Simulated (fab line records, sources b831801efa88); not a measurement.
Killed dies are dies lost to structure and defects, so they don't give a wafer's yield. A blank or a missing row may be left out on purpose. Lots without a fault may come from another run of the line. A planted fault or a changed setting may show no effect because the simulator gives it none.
Which tool did it? | flow sky130 | 24 lots, 72 wafers sampled, at 5 steps of a route of 708

WHAT THE GAUGES READ, wafer by wafer
SKY_CONTACT_THK_MEAS_26: measures by xrf.
lot  | measured     | on            | CONTACT_W_THK (nm)
L074 | day 31 23:12 | film_metro-02 | 335 337 339
L075 | day 31 23:17 | film_metro-01 | 336 334 342
L076 | day 32 09:35 | film_metro-03 | 348 345 347
L077 | day 32 13:46 | film_metro-03 | 344 349 345
L078 | day 33 09:19 | film_metro-02 | 343 339 340
L079 | day 33 21:05 | film_metro-03 | 350 351 348
L081 | day 33 21:55 | film_metro-01 | 333 332 340
L080 | day 33 22:02 | film_metro-02 | 339 341 337
L082 | day 34 06:07 | film_metro-03 | 352 342 343
L083 | day 35 18:40 | film_metro-03 | 352 352 354
L084 | day 35 18:49 | film_metro-01 | 345 341 345
L086 | day 36 00:19 | film_metro-02 | 351 348 347
L085 | day 36 00:55 | film_metro-01 | 342 345 342
L089 | day 36 19:30 | film_metro-03 | 355 345 354
L088 | day 36 21:32 | film_metro-02 | 344 336 343
L087 | day 36 22:41 | film_metro-03 | 351 346 351
L090 | day 36 23:46 | film_metro-02 | 339 341 346
L092 | day 37 19:40 | film_metro-03 | 347 343 348
L091 | day 37 21:34 | film_metro-01 | 337 348 345
L093 | day 38 00:38 | film_metro-03 | 350 348 345
L094 | day 38 02:54 | film_metro-03 | 356 347 345
L095 | day 38 18:11 | film_metro-01 | 353 341 353
L097 | day 39 00:01 | film_metro-01 | 333 336 333
L096 | day 39 01:54 | film_metro-03 | 355 343 345

SKY_METAL3_CD_MEAS_13: target cd 300 nm.
lot  | measured     | on        | cd_nm (nm)
L074 | day 39 02:02 | cd_sem-02 | 300.1 300.7 299.6
L075 | day 39 01:38 | cd_sem-02 | 302.0 300.6 301.0
L076 | day 39 13:12 | cd_sem-02 | 300.8 301.5 302.2
L077 | day 39 14:40 | cd_sem-01 | 300.2 299.6 298.5
L078 | day 40 07:43 | cd_sem-02 | 300.7 302.0 303.2
L079 | day 40 22:59 | cd_sem-01 | 297.9 300.0 298.2
L081 | day 41 00:13 | cd_sem-02 | 297.1 297.1 297.5
L080 | day 40 23:56 | cd_sem-01 | 300.4 300.9 301.4
L082 | day 41 05:32 | cd_sem-01 | 299.8 299.5 299.8
L083 | day 41 17:37 | cd_sem-01 | 300.2 299.1 298.7
L084 | day 41 20:29 | cd_sem-01 | 299.9 298.7 300.5
L086 | day 42 11:07 | cd_sem-02 | 301.5 300.9 301.6
L085 | day 42 12:41 | cd_sem-02 | 300.7 300.8 300.5
L089 | day 43 04:53 | cd_sem-02 | 297.0 298.7 298.9
L088 | day 43 08:43 | cd_sem-02 | 302.0 301.9 302.1
L087 | day 43 11:23 | cd_sem-02 | 301.0 301.5 302.6
L090 | day 43 12:22 | cd_sem-01 | 301.9 301.3 303.5
L092 | day 44 04:34 | cd_sem-01 | 302.7 303.0 303.4
L091 | day 44 05:47 | cd_sem-02 | 300.6 299.8 300.4
L093 | day 44 11:27 | cd_sem-02 | 299.0 299.5 299.3
L094 | day 44 11:28 | cd_sem-01 | 302.9 301.1 301.9
L095 | day 44 21:17 | cd_sem-02 | 302.2 302.7 302.5
L097 | day 45 03:37 | cd_sem-01 | 301.0 301.2 301.0
L096 | day 45 09:05 | cd_sem-01 | 299.1 299.2 299.2

WHICH TOOL RAN EACH LOT (tool, then ch and the chambers of the sampled wafers, then the start)
lot  | SKY_VIA1_STRIP_16                    | SKY_METAL3_SPUTTER_03        | SKY_CAPM_CVD_00
L074 | plasma_asher-03 ch 0,1, day 34 07:42 | pvd_sputter-04, day 36 23:31 | pecvd-02 ch 0,1, day 36 23:34
L075 | plasma_asher-04 ch 0,1, day 34 08:08 | pvd_sputter-01, day 36 23:41 | pecvd-04 ch 0,2, day 36 23:44
L076 | plasma_asher-04 ch 0,1, day 35 17:10 | pvd_sputter-04, day 37 12:05 | pecvd-02 ch 0,1,2, day 37 12:10
L077 | plasma_asher-03 ch 0,1, day 35 18:06 | pvd_sputter-04, day 37 15:03 | pecvd-01 ch 0,1, day 37 15:07
L078 | plasma_asher-04 ch 0,1, day 35 23:52 | pvd_sputter-04, day 38 04:43 | pecvd-02 ch 0,2, day 38 04:47
L079 | plasma_asher-01 ch 0,1, day 36 14:22 | pvd_sputter-03, day 38 21:28 | pecvd-01 ch 0,1, day 38 21:32
L081 | plasma_asher-03 ch 0,1, day 36 15:33 | pvd_sputter-04, day 38 21:58 | pecvd-02 ch 0,1,2, day 38 22:02
L080 | plasma_asher-04 ch 0,1, day 36 15:12 | pvd_sputter-04, day 38 21:38 | pecvd-04 ch 1,2, day 38 21:43
L082 | plasma_asher-03 ch 0,1, day 36 21:24 | pvd_sputter-01, day 39 04:26 | pecvd-02 ch 1,2, day 39 04:31
L083 | plasma_asher-04 ch 0,1, day 37 12:44 | pvd_sputter-01, day 39 18:14 | pecvd-01 ch 1,2, day 39 18:18
L084 | plasma_asher-01 ch 0,1, day 37 13:28 | pvd_sputter-01, day 39 19:52 | pecvd-04 ch 0,1,2, day 39 19:55
L086 | plasma_asher-01 ch 0,1, day 38 02:17 | pvd_sputter-04, day 40 09:57 | pecvd-02 ch 1,2, day 40 10:01
L085 | plasma_asher-01 ch 0,1, day 38 03:50 | pvd_sputter-04, day 40 11:27 | pecvd-01 ch 0,2, day 40 11:31
L089 | plasma_asher-04 ch 0,1, day 38 23:26 | pvd_sputter-04, day 41 05:07 | pecvd-01 ch 0,1,2, day 41 05:11
L088 | plasma_asher-01 ch 0,1, day 39 01:18 | pvd_sputter-01, day 41 08:19 | pecvd-04 ch 0,1, day 41 08:22
L087 | plasma_asher-01 ch 1, day 39 02:54   | pvd_sputter-04, day 41 11:11 | pecvd-01 ch 0,1, day 41 11:16
L090 | plasma_asher-04 ch 0,1, day 39 03:16 | pvd_sputter-03, day 41 11:47 | pecvd-04 ch 1,2, day 41 11:51
L092 | plasma_asher-04 ch 0,1, day 40 00:32 | pvd_sputter-04, day 42 05:44 | pecvd-02 ch 0,1, day 42 05:48
L091 | plasma_asher-03 ch 0,1, day 40 01:46 | pvd_sputter-04, day 42 07:29 | pecvd-04 ch 0,1, day 42 07:33
L093 | plasma_asher-01 ch 0,1, day 40 05:49 | pvd_sputter-04, day 42 12:51 | pecvd-04 ch 0,1,2, day 42 12:55
L094 | plasma_asher-04 ch 0,1, day 40 06:31 | pvd_sputter-01, day 42 13:09 | pecvd-01 ch 1,2, day 42 13:13
L095 | plasma_asher-03 ch 0,1, day 40 20:40 | pvd_sputter-03, day 43 00:24 | pecvd-02 ch 0,2, day 43 00:28
L097 | plasma_asher-03 ch 0,1, day 41 02:40 | pvd_sputter-04, day 43 06:51 | pecvd-04 ch 1,2, day 43 06:55
L096 | plasma_asher-04 ch 0,1, day 41 05:33 | pvd_sputter-01, day 43 11:59 | pecvd-01 ch 0,1, day 43 12:03
- SKY_VIA1_STRIP_16: strips in O2/N2.
- SKY_METAL3_SPUTTER_03: material Ti, target thk 5 nm, time 3.3 s.
- SKY_CAPM_CVD_00: deposits SiO2, target thk 15.5 nm.

WHAT THE TOOLS THEMSELVES READ (means of the sampled wafers that have a number; where no wafer has one, the mark that the record gives instead)
SKY_VIA1_STRIP_16.
lot  | tool            | drypump_motor_current_A (A) | oes_product_au (a.u.) | strip_time_to_endpoint_s (s)
L074 | plasma_asher-03 | 5.5                         | 0.414                 | 4.481
L075 | plasma_asher-04 | 6.3                         | 0.419                 | 4.468
L076 | plasma_asher-04 | 6.1                         | 0.419                 | 4.446
L077 | plasma_asher-03 | 5.5                         | 0.416                 | 4.469
L078 | plasma_asher-04 | 6.1                         | 0.412                 | 4.430
L079 | plasma_asher-01 | 4.9                         | 0.422                 | 4.490
L081 | plasma_asher-03 | 5.4                         | 0.415                 | 4.502
L080 | plasma_asher-04 | 6.3                         | 0.414                 | 4.476
L082 | plasma_asher-03 | 5.4                         | 0.416                 | 4.447
L083 | plasma_asher-04 | 6.3                         | 0.419                 | 4.484
L084 | plasma_asher-01 | 5.0                         | 0.416                 | 4.495
L086 | plasma_asher-01 | 5.1                         | 0.417                 | 4.458
L085 | plasma_asher-01 | 5.1                         | 0.412                 | 4.432
L089 | plasma_asher-04 | 6.4                         | 0.420                 | 4.466
L088 | plasma_asher-01 | 5.1                         | 0.418                 | 4.465
L087 | plasma_asher-01 | 4.9                         | 0.418                 | 4.507
L090 | plasma_asher-04 | 6.1                         | 0.415                 | 4.460
L092 | plasma_asher-04 | 6.3                         | 0.415                 | 4.446
L091 | plasma_asher-03 | 5.4                         | 0.415                 | 4.469
L093 | plasma_asher-01 | 5.1                         | 0.417                 | 4.490
L094 | plasma_asher-04 | 6.1                         | 0.423                 | 4.450
L095 | plasma_asher-03 | 5.5                         | 0.413                 | 4.424
L097 | plasma_asher-03 | 5.4                         | 0.419                 | 4.497
L096 | plasma_asher-04 | 6.1                         | 0.415                 | 4.466

SKY_METAL3_SPUTTER_03.
lot  | tool           | throttle_valve_pct (%)
L074 | pvd_sputter-04 | 29.2
L075 | pvd_sputter-01 | 29.8
L076 | pvd_sputter-04 | 30.5
L077 | pvd_sputter-04 | 30.5
L078 | pvd_sputter-04 | 30.4
L079 | pvd_sputter-03 | 30.4
L081 | pvd_sputter-04 | 30.2
L080 | pvd_sputter-04 | 30.1
L082 | pvd_sputter-01 | 30.5
L083 | pvd_sputter-01 | 30.7
L084 | pvd_sputter-01 | 30.1
L086 | pvd_sputter-04 | 29.0
L085 | pvd_sputter-04 | 29.9
L089 | pvd_sputter-04 | 29.0
L088 | pvd_sputter-01 | 30.3
L087 | pvd_sputter-04 | 30.1
L090 | pvd_sputter-03 | 30.5
L092 | pvd_sputter-04 | 30.4
L091 | pvd_sputter-04 | 30.6
L093 | pvd_sputter-04 | 30.0
L094 | pvd_sputter-01 | 30.7
L095 | pvd_sputter-03 | 30.2
L097 | pvd_sputter-04 | 29.9
L096 | pvd_sputter-01 | 29.9

SKY_CAPM_CVD_00.
lot  | tool     | heater_power_w (W)
L074 | pecvd-02 | 690
L075 | pecvd-04 | 629
L076 | pecvd-02 | 702
L077 | pecvd-01 | 656
L078 | pecvd-02 | 696
L079 | pecvd-01 | 695
L081 | pecvd-02 | 712
L080 | pecvd-04 | 797
L082 | pecvd-02 | 718
L083 | pecvd-01 | 747
L084 | pecvd-04 | 736
L086 | pecvd-02 | 702
L085 | pecvd-01 | 686
L089 | pecvd-01 | 732
L088 | pecvd-04 | 691
L087 | pecvd-01 | 693
L090 | pecvd-04 | 739
L092 | pecvd-02 | 683
L091 | pecvd-04 | 681
L093 | pecvd-04 | 705
L094 | pecvd-01 | 686
L095 | pecvd-02 | 646
L097 | pecvd-04 | 766
L096 | pecvd-01 | 688

THE ANSWER, worked out from the rows above alone
Rule: what is usual is taken from the lots themselves. Put in order of their means at a reading, lots are off if they are a third of the lots or fewer, leave a main group of 4 or more, and stand apart from it by a gap of 3 or more times the standard deviation of the main group's means; of several such gaps the widest counts. A main group whose means are all the same, to the digits that the tables above print for the reading, isn't used. A lot without any number at a reading at which 4 lots or more have one is off too. The other lots that the step has rows for count as sound. The gauges are gone through in route order, then the tools' own readings, and for those a lot's mean is taken as printed above. The first step at which some lot is off is used, and at that step the reading that is off furthest; a lot without a number counts as furthest.
No lot is off at any reading shown: from this, nothing can be told.

WHAT THE SIMULATOR HAD PUT IN
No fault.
